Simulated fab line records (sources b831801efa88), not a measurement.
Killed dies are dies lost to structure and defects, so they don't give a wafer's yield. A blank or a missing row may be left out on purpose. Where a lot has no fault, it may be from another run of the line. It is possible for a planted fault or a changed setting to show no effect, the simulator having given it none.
The same fault as seen by 2 desks :: flow sky130 :: numbers are kept per desk, each desk with only its own; the story behind them comes last

METROLOGY DESK
Means of the sampled wafers that have a number, per lot and without regard to the tool the lot ran on: this is what the gauges read. A lot is out of limits, marked OUT, if its mean lies more than 4 standard deviations from the usual mean; the brackets give that distance.
Columns: A = VT_ADJUST_LVTN_2_TW at SKY_VT_ADJUST_LVTN_TW_MEAS_21, usual 186.9; B = cd nm at SKY_VT_ADJUST_NCORE_CD_MEAS_07, usual 380.1 nm; C = VT_ADJUST_NCORE_OVL at SKY_VT_ADJUST_NCORE_OVL_MEAS_08, usual -0.5 nm; D = VT_ADJUST_NCORE_TW at SKY_VT_ADJUST_NCORE_TW_MEAS_11, usual 216.6
lot: L788
first seen here: day 9 22:39
A: 186.6
B: 380.5
C: 1.1
D: 213.4

lot: L789
first seen here: day 10 04:19
A: 188.0
B: 382.3
C: 1.6
D: 223.3

lot: L791
first seen here: day 10 18:08
A: 182.6
B: 376.7
C: -2.5
D: 222.4

lot: L798
first seen here: day 13 01:11
A: 188.5
B: 379.9
C: 1.1
D: 217.6

lot: L801
first seen here: day 13 14:03
A: 187.2
B: 382.1
C: -0.6
D: 217.3

lot: L803
first seen here: day 14 08:38
A: 188.9
B: 375.0
C: -1.4
D: 218.8
This desk's finding: nothing out of limits on any of the 6 lots.

FOR THE TOOL OWNER'S DESK: implanter-02
The tool's own readings at SKY_VT_ADJUST_NCORE_IMPLANT_09, given as means over the sampled wafers that have a number, one for each lot that went through this tool. A lot is out of limits, marked OUT, if its mean lies more than 4 standard deviations from the usual mean; the brackets give that distance.
Columns: A = dose ions cm2 at SKY_VT_ADJUST_NCORE_IMPLANT_09, usual 2.4007e+12; B = faraday current uA at SKY_VT_ADJUST_NCORE_IMPLANT_09, usual 13.54
lot: L789
first seen here: day 11 03:20
A: 2.7756e+12 (+99 or more) OUT
B: 15.38 (+6.6) OUT

lot: L791
first seen here: day 11 17:28
A: 2.7746e+12 (+99 or more) OUT
B: 15.67 (+7.6) OUT

lot: L801
first seen here: day 14 14:25
A: 2.4023e+12
B: 13.45
This desk's verdict: out of limits on L789, L791, starting with L789 at day 11 03:20 (dose ions cm2 at SKY_VT_ADJUST_NCORE_IMPLANT_09). L801: within limits.

TAKEN TOGETHER
The tool owner's desk could have raised an alarm at day 11 03:20, on L789, L791.
The metrology desk saw nothing out of limits.
The metrology desk has L789, L791 on record, within its limits.
The lots listed all ran SKY_VT_ADJUST_NCORE_IMPLANT_09 on implanter-02.

WHAT THE SIMULATOR HAD PUT IN
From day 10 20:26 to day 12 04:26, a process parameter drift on implanter-02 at SKY_VT_ADJUST_NCORE_IMPLANT_09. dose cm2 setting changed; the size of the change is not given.
Struck lots among those shown: L789, L791.
Time in hours from fault onset to the first out-of-limits reading at each desk: the tool owner's desk, 7.
